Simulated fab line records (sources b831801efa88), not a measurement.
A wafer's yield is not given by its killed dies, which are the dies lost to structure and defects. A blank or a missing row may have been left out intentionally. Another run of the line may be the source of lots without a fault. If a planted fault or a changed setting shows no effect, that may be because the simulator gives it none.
Which tool is to blame? :: flow sky130 :: 10 lots, 30 wafers sampled, at 6 steps of a route of 708

== WHAT THE GAUGES READ, wafer by wafer ==
The record lacks any reading of a measuring or inspecting step that a usual standard deviation could be used to judge.

== WHICH TOOL RAN EACH LOT (tool, then ch and the chambers of the sampled wafers, then the start) ==
lot: L263
SKY_VIA3_ETCH_14: rieDiel-02 ch 1,2,3, day 40 00:10
SKY_VIA3_ETCH_15: rieDiel-02 ch 1,2,3, day 40 00:13
SKY_VIA3_STRIP_16: plasmaAsher-04 ch 0,1, day 40 00:16
SKY_VIA3_SPUTTER_20: pvdSputter-01, day 40 00:53
SKY_METAL4_SPUTTER_04: pvdSputter-02, day 40 01:40
SKY_PAD_OPEN_PROBE_99: prober-02, day 46 04:34

lot: L264
SKY_VIA3_ETCH_14: rieDiel-03 ch 0,3, day 40 02:01
SKY_VIA3_ETCH_15: rieDiel-03 ch 0,3, day 40 02:04
SKY_VIA3_STRIP_16: plasmaAsher-04 ch 0,1, day 40 02:07
SKY_VIA3_SPUTTER_20: pvdSputter-01, day 40 02:43
SKY_METAL4_SPUTTER_04: pvdSputter-02, day 40 03:29
SKY_PAD_OPEN_PROBE_99: -

lot: L268
SKY_VIA3_ETCH_14: rieDiel-02 ch 0,1,3, day 41 09:10
SKY_VIA3_ETCH_15: rieDiel-02 ch 0,1,3, day 41 09:13
SKY_VIA3_STRIP_16: plasmaAsher-04 ch 0,1, day 41 09:16
SKY_VIA3_SPUTTER_20: pvdSputter-01, day 41 09:52
SKY_METAL4_SPUTTER_04: -
SKY_PAD_OPEN_PROBE_99: prober-02, day 47 07:26

lot: L269
SKY_VIA3_ETCH_14: rieDiel-03 ch 0,1, day 41 09:54
SKY_VIA3_ETCH_15: rieDiel-03 ch 0,1, day 41 09:56
SKY_VIA3_STRIP_16: plasmaAsher-02 ch 0,1, day 41 10:00
SKY_VIA3_SPUTTER_20: pvdSputter-01, day 41 10:41
SKY_METAL4_SPUTTER_04: -
SKY_PAD_OPEN_PROBE_99: prober-01, day 47 08:01

lot: L277
SKY_VIA3_ETCH_14: rieDiel-03 ch 0,2,3, day 44 19:09
SKY_VIA3_ETCH_15: rieDiel-03 ch 0,2,3, day 44 19:11
SKY_VIA3_STRIP_16: plasmaAsher-02 ch 0,1, day 44 19:15
SKY_VIA3_SPUTTER_20: pvdSputter-01, day 44 19:56
SKY_METAL4_SPUTTER_04: pvdSputter-03, day 44 20:43
SKY_PAD_OPEN_PROBE_99: prober-01, day 50 02:22

lot: L280
SKY_VIA3_ETCH_14: rieDiel-03 ch 1,2,3, day 44 20:43
SKY_VIA3_ETCH_15: rieDiel-03 ch 1,2,3, day 44 20:46
SKY_VIA3_STRIP_16: plasmaAsher-04 ch 0,1, day 44 20:49
SKY_VIA3_SPUTTER_20: pvdSputter-04, day 44 21:25
SKY_METAL4_SPUTTER_04: pvdSputter-01, day 44 22:20
SKY_PAD_OPEN_PROBE_99: prober-01, day 50 04:22

lot: L283
SKY_VIA3_ETCH_14: rieDiel-04 ch 0,1, day 45 02:43
SKY_VIA3_ETCH_15: rieDiel-04 ch 0,1, day 45 02:46
SKY_VIA3_STRIP_16: plasmaAsher-04 ch 0,1, day 45 02:51
SKY_VIA3_SPUTTER_20: pvdSputter-03, day 45 03:27
SKY_METAL4_SPUTTER_04: pvdSputter-01, day 45 04:13
SKY_PAD_OPEN_PROBE_99: -

lot: L284
SKY_VIA3_ETCH_14: rieDiel-03 ch 1,2,3, day 45 20:16
SKY_VIA3_ETCH_15: rieDiel-03 ch 1,2,3, day 45 20:19
SKY_VIA3_STRIP_16: plasmaAsher-03 ch 0,1, day 45 20:22
SKY_VIA3_SPUTTER_20: pvdSputter-03, day 45 21:37
SKY_METAL4_SPUTTER_04: pvdSputter-01, day 45 22:22
SKY_PAD_OPEN_PROBE_99: -

lot: L285
SKY_VIA3_ETCH_14: rieDiel-02 ch 0,2,3, day 45 23:15
SKY_VIA3_ETCH_15: rieDiel-02 ch 0,2,3, day 45 23:17
SKY_VIA3_STRIP_16: plasmaAsher-04 ch 0,1, day 45 23:23
SKY_VIA3_SPUTTER_20: pvdSputter-03, day 46 00:23
SKY_METAL4_SPUTTER_04: pvdSputter-03, day 46 01:09
SKY_PAD_OPEN_PROBE_99: -

lot: L286
SKY_VIA3_ETCH_14: rieDiel-02 ch 0,1,3, day 46 06:25
SKY_VIA3_ETCH_15: rieDiel-02 ch 0,1,3, day 46 06:28
SKY_VIA3_STRIP_16: plasmaAsher-03 ch 0,1, day 46 06:31
SKY_VIA3_SPUTTER_20: pvdSputter-03, day 46 07:07
SKY_METAL4_SPUTTER_04: pvdSputter-01, day 46 07:53
SKY_PAD_OPEN_PROBE_99: -
- SKY_VIA3_ETCH_14: etches BARC in N2/H2, stops on SiO2, time 45.9 s, target depth 60 nm.
- SKY_VIA3_ETCH_15: etches SiO2 in C4F8/O2/Ar, stops on TiN, target depth 507 nm, time 78 s.
- SKY_VIA3_STRIP_16: strips in O2/N2.
- SKY_VIA3_SPUTTER_20: material TiN, target thk 20 nm, time 80 s.
- SKY_METAL4_SPUTTER_04: material TiN, target thk 70 nm, time 58.3 s.
- SKY_PAD_OPEN_PROBE_99

== WHAT THE TOOLS THEMSELVES READ (means of the sampled wafers that have a number; where no wafer has one, the mark that the record gives instead) ==
SKY_VIA3_ETCH_14. Usual: biasW 99.98 W, standard deviation 0.29; chamberPressureMTorr 29.999 mTorr, standard deviation 0.027; drypumpMotorCurrentA 5.7 A, standard deviation 0.44; oesProductAu 0.854 a.u., standard deviation 0.0047; throttleValvePct 13.224 %, standard deviation 0.0086.
lot: L263
tool: rieDiel-02
biasW (W): 99.93
chamberPressureMTorr (mTorr): 29.996
drypumpMotorCurrentA (A): 5.7
oesProductAu (a.u.): 0.854
throttleValvePct (%): 13.229
flag: 

lot: L264
tool: rieDiel-03
biasW (W): 100.07
chamberPressureMTorr (mTorr): 29.952
drypumpMotorCurrentA (A): 5.4
oesProductAu (a.u.): 0.858
throttleValvePct (%): 13.229
flag: 

lot: L268
tool: rieDiel-02
biasW (W): 100.08
chamberPressureMTorr (mTorr): 30.000
drypumpMotorCurrentA (A): 5.7
oesProductAu (a.u.): 0.852
throttleValvePct (%): 13.214
flag: 

lot: L269
tool: rieDiel-03
biasW (W): 99.77
chamberPressureMTorr (mTorr): 30.001
drypumpMotorCurrentA (A): 5.8
oesProductAu (a.u.): 0.851
throttleValvePct (%): 13.214
flag: 

lot: L277
tool: rieDiel-03
biasW (W): 99.93
chamberPressureMTorr (mTorr): 29.990
drypumpMotorCurrentA (A): 5.8
oesProductAu (a.u.): 0.854
throttleValvePct (%): 13.225
flag: 

lot: L280
tool: rieDiel-03
biasW (W): 100.05
chamberPressureMTorr (mTorr): 30.000
drypumpMotorCurrentA (A): 6.1
oesProductAu (a.u.): 0.853
throttleValvePct (%): 13.232
flag: 

lot: L283
tool: rieDiel-04
biasW (W): 100.10
chamberPressureMTorr (mTorr): 29.979
drypumpMotorCurrentA (A): 5.9
oesProductAu (a.u.): 0.853
throttleValvePct (%): 13.224
flag: 

lot: L284
tool: rieDiel-03
biasW (W): 99.92
chamberPressureMTorr (mTorr): 30.022
drypumpMotorCurrentA (A): 6.1
oesProductAu (a.u.): 0.853
throttleValvePct (%): 13.223
flag: 

lot: L285
tool: rieDiel-02
biasW (W): 100.22
chamberPressureMTorr (mTorr): 30.015
drypumpMotorCurrentA (A): 5.4
oesProductAu (a.u.): 0.851
throttleValvePct (%): 13.226
flag: 

lot: L286
tool: rieDiel-02
biasW (W): 100.07
chamberPressureMTorr (mTorr): 30.005
drypumpMotorCurrentA (A): 5.7
oesProductAu (a.u.): 0.854
throttleValvePct (%): 13.227
flag: 

SKY_VIA3_ETCH_15. Usual: biasW 1201 W, standard deviation 3.6; chamberPressureMTorr 40.00 mTorr, standard deviation 0.038; oesProductAu 0.946 a.u., standard deviation 0.0048.
lot: L263
tool: rieDiel-02
biasW (W): 1199
chamberPressureMTorr (mTorr): 40.00
oesProductAu (a.u.): 0.946
flag: 

lot: L264
tool: rieDiel-03
biasW (W): 1202
chamberPressureMTorr (mTorr): 40.02
oesProductAu (a.u.): 0.948
flag: 

lot: L268
tool: rieDiel-02
biasW (W): -
chamberPressureMTorr (mTorr): -
oesProductAu (a.u.): -
flag: OFF

lot: L269
tool: rieDiel-03
biasW (W): -
chamberPressureMTorr (mTorr): -
oesProductAu (a.u.): -
flag: OFF

lot: L277
tool: rieDiel-03
biasW (W): 1202
chamberPressureMTorr (mTorr): 39.96
oesProductAu (a.u.): 0.947
flag: 

lot: L280
tool: rieDiel-03
biasW (W): 1199
chamberPressureMTorr (mTorr): 40.01
oesProductAu (a.u.): 0.947
flag: 

lot: L283
tool: rieDiel-04
biasW (W): 1200
chamberPressureMTorr (mTorr): 39.99
oesProductAu (a.u.): 0.944
flag: 

lot: L284
tool: rieDiel-03
biasW (W): 1202
chamberPressureMTorr (mTorr): 40.01
oesProductAu (a.u.): 0.946
flag: 

lot: L285
tool: rieDiel-02
biasW (W): 1199
chamberPressureMTorr (mTorr): 39.99
oesProductAu (a.u.): 0.940
flag: 

lot: L286
tool: rieDiel-02
biasW (W): 1198
chamberPressureMTorr (mTorr): 39.99
oesProductAu (a.u.): 0.945
flag: 

SKY_VIA3_STRIP_16. Usual: drypumpMotorCurrentA 5.9 A, standard deviation 0.41; o2FlowSccm 3001 sccm, standard deviation 9.1; oesProductAu 0.401 a.u., standard deviation 0.0049; stripTimeToEndpointS 4.12 s, standard deviation 0.04.
lot: L263
tool: plasmaAsher-04
drypumpMotorCurrentA (A): 5.6
o2FlowSccm (sccm): 3010
oesProductAu (a.u.): 0.400
stripTimeToEndpointS (s): 4.12
flag: 

lot: L264
tool: plasmaAsher-04
drypumpMotorCurrentA (A): 5.8
o2FlowSccm (sccm): 3002
oesProductAu (a.u.): 0.401
stripTimeToEndpointS (s): 4.13
flag: 

lot: L268
tool: plasmaAsher-04
drypumpMotorCurrentA (A): 5.6
o2FlowSccm (sccm): 2997
oesProductAu (a.u.): 0.442
stripTimeToEndpointS (s): 5.17
flag: OFF

lot: L269
tool: plasmaAsher-02
drypumpMotorCurrentA (A): 6.1
o2FlowSccm (sccm): 3015
oesProductAu (a.u.): 0.439
stripTimeToEndpointS (s): 5.17
flag: OFF

lot: L277
tool: plasmaAsher-02
drypumpMotorCurrentA (A): 6.5
o2FlowSccm (sccm): 3015
oesProductAu (a.u.): 0.399
stripTimeToEndpointS (s): 4.11
flag: 

lot: L280
tool: plasmaAsher-04
drypumpMotorCurrentA (A): 5.8
o2FlowSccm (sccm): 3006
oesProductAu (a.u.): 0.398
stripTimeToEndpointS (s): 4.11
flag: 

lot: L283
tool: plasmaAsher-04
drypumpMotorCurrentA (A): 5.6
o2FlowSccm (sccm): 2997
oesProductAu (a.u.): 0.402
stripTimeToEndpointS (s): 4.09
flag: 

lot: L284
tool: plasmaAsher-03
drypumpMotorCurrentA (A): 5.7
o2FlowSccm (sccm): 2990
oesProductAu (a.u.): 0.399
stripTimeToEndpointS (s): 4.09
flag: 

lot: L285
tool: plasmaAsher-04
drypumpMotorCurrentA (A): 5.6
o2FlowSccm (sccm): 2993
oesProductAu (a.u.): 0.401
stripTimeToEndpointS (s): 4.13
flag: 

lot: L286
tool: plasmaAsher-03
drypumpMotorCurrentA (A): 5.7
o2FlowSccm (sccm): 3002
oesProductAu (a.u.): 0.403
stripTimeToEndpointS (s): 4.17
flag: 

SKY_VIA3_SPUTTER_20. Usual: throttleValvePct reads 29.3 % (standard deviation 0.65).
lot: L263
tool: pvdSputter-01
throttleValvePct (%): 29.8
flag: 

lot: L264
tool: pvdSputter-01
throttleValvePct (%): 29.6
flag: 

lot: L268
tool: pvdSputter-01
throttleValvePct (%): 29.7
flag: 

lot: L269
tool: pvdSputter-01
throttleValvePct (%): 29.6
flag: 

lot: L277
tool: pvdSputter-01
throttleValvePct (%): 29.8
flag: 

lot: L280
tool: pvdSputter-04
throttleValvePct (%): 29.5
flag: 

lot: L283
tool: pvdSputter-03
throttleValvePct (%): 29.7
flag: 

lot: L284
tool: pvdSputter-03
throttleValvePct (%): 28.7
flag: 

lot: L285
tool: pvdSputter-03
throttleValvePct (%): 28.8
flag: 

lot: L286
tool: pvdSputter-03
throttleValvePct (%): 28.7
flag: 

SKY_METAL4_SPUTTER_04. Usual: throttleValvePct reads 29.7 % (standard deviation 0.82).
lot: L263
tool: pvdSputter-02
throttleValvePct (%): 30.7
flag: 

lot: L264
tool: pvdSputter-02
throttleValvePct (%): 30.7
flag: 

lot: L277
tool: pvdSputter-03
throttleValvePct (%): 29.3
flag: 

lot: L280
tool: pvdSputter-01
throttleValvePct (%): 29.1
flag: 

lot: L283
tool: pvdSputter-01
throttleValvePct (%): 29.4
flag: 

lot: L284
tool: pvdSputter-01
throttleValvePct (%): 29.7
flag: 

lot: L285
tool: pvdSputter-03
throttleValvePct (%): 29.2
flag: 

lot: L286
tool: pvdSputter-01
throttleValvePct (%): 30.3
flag: 

SKY_PAD_OPEN_PROBE_99. Usual: defectLimitedYield 82.4 %, standard deviation 1.9; killed_at_M0_to_M3 44, standard deviation 6.5; killed_at_M4_up 2.9, standard deviation 1.7; killedAtContacts 24, standard deviation 5.7; killedAtFrontEnd 16, standard deviation 4.4; killedAtOther 0.2, standard deviation 0.48; killedDies 87, standard deviation 9.6; killedOnRim 17, standard deviation 3.8; killedOpen 48, standard deviation 6.7; killedShort 38, standard deviation 6.2; sort_bin_3_pad_short 0.8 %, standard deviation 0.39; sort_bin_5_function 10.5 %, standard deviation 1.6; sort_bin_6_memory 6.4 %, standard deviation 1; sortNPass 405, standard deviation 9.5; sortYieldPct 82.3 %, standard deviation 1.9.
lot: L263
tool: prober-02
defectLimitedYield (%): 82.1
killed_at_M0_to_M3: 50
killed_at_M4_up: 3.3
killedAtContacts: 20
killedAtFrontEnd: 15
killedAtOther: 0.0
killedDies: 88
killedOnRim: 18
killedOpen: 56
killedShort: 32
sort_bin_3_pad_short (%): 0.6
sort_bin_5_function (%): 10.9
sort_bin_6_memory (%): 6.4
sortNPass: 404
sortYieldPct (%): 82.1
flag: 

lot: L268
tool: prober-02
defectLimitedYield (%): 0.0
killed_at_M0_to_M3: 444
killed_at_M4_up: 3.3
killedAtContacts: 23
killedAtFrontEnd: 21
killedAtOther: 0.3
killedDies: 492
killedOnRim: 96
killedOpen: 49
killedShort: 43
sort_bin_3_pad_short (%): 1.1
sort_bin_5_function (%): 92.6
sort_bin_6_memory (%): 6.3
sortNPass: 0
sortYieldPct (%): 0.0
flag: OFF

lot: L269
tool: prober-01
defectLimitedYield (%): 0.0
killed_at_M0_to_M3: 445
killed_at_M4_up: 2.0
killedAtContacts: 31
killedAtFrontEnd: 14
killedAtOther: 0.0
killedDies: 492
killedOnRim: 96
killedOpen: 56
killedShort: 41
sort_bin_3_pad_short (%): 0.9
sort_bin_5_function (%): 92.7
sort_bin_6_memory (%): 6.4
sortNPass: 0
sortYieldPct (%): 0.0
flag: OFF

lot: L277
tool: prober-01
defectLimitedYield (%): 84.6
killed_at_M0_to_M3: 39
killed_at_M4_up: 3.7
killedAtContacts: 21
killedAtFrontEnd: 11
killedAtOther: 0.3
killedDies: 76
killedOnRim: 15
killedOpen: 44
killedShort: 32
sort_bin_3_pad_short (%): 0.2
sort_bin_5_function (%): 9.1
sort_bin_6_memory (%): 6.1
sortNPass: 416
sortYieldPct (%): 84.6
flag: 

lot: L280
tool: prober-01
defectLimitedYield (%): 83.1
killed_at_M0_to_M3: 45
killed_at_M4_up: 2.0
killedAtContacts: 22
killedAtFrontEnd: 14
killedAtOther: 0.0
killedDies: 83
killedOnRim: 16
killedOpen: 45
killedShort: 38
sort_bin_3_pad_short (%): 0.6
sort_bin_5_function (%): 10.4
sort_bin_6_memory (%): 5.8
sortNPass: 409
sortYieldPct (%): 83.1
flag: 

== THE ANSWER, worked out from the rows above alone ==
Rule: take the mean of a lot's wafers that have a number; if it is more than 3 standard deviations from the usual mean, the lot is off. Also off: a lot with no number at a reading for which 4 or more lots have one. Where the step has rows for the other lots, those lots are counted as sound. Order of review: gauges by route order, followed by the tools' own readings, for which a lot's mean as printed above is used. At the first step where some lot is off, the reading lying furthest off is the one used; lots without a number count as furthest.
Off at SKY_VIA3_ETCH_15 (biasW): L268, L269. Without a number there: L268, L269.
If a tool, at that step or one of the process steps before it, ran each lot that is off and ran no sound lot following the first of them, it fits. None of those tried fits.

== WHAT THE SIMULATOR HAD PUT IN ==
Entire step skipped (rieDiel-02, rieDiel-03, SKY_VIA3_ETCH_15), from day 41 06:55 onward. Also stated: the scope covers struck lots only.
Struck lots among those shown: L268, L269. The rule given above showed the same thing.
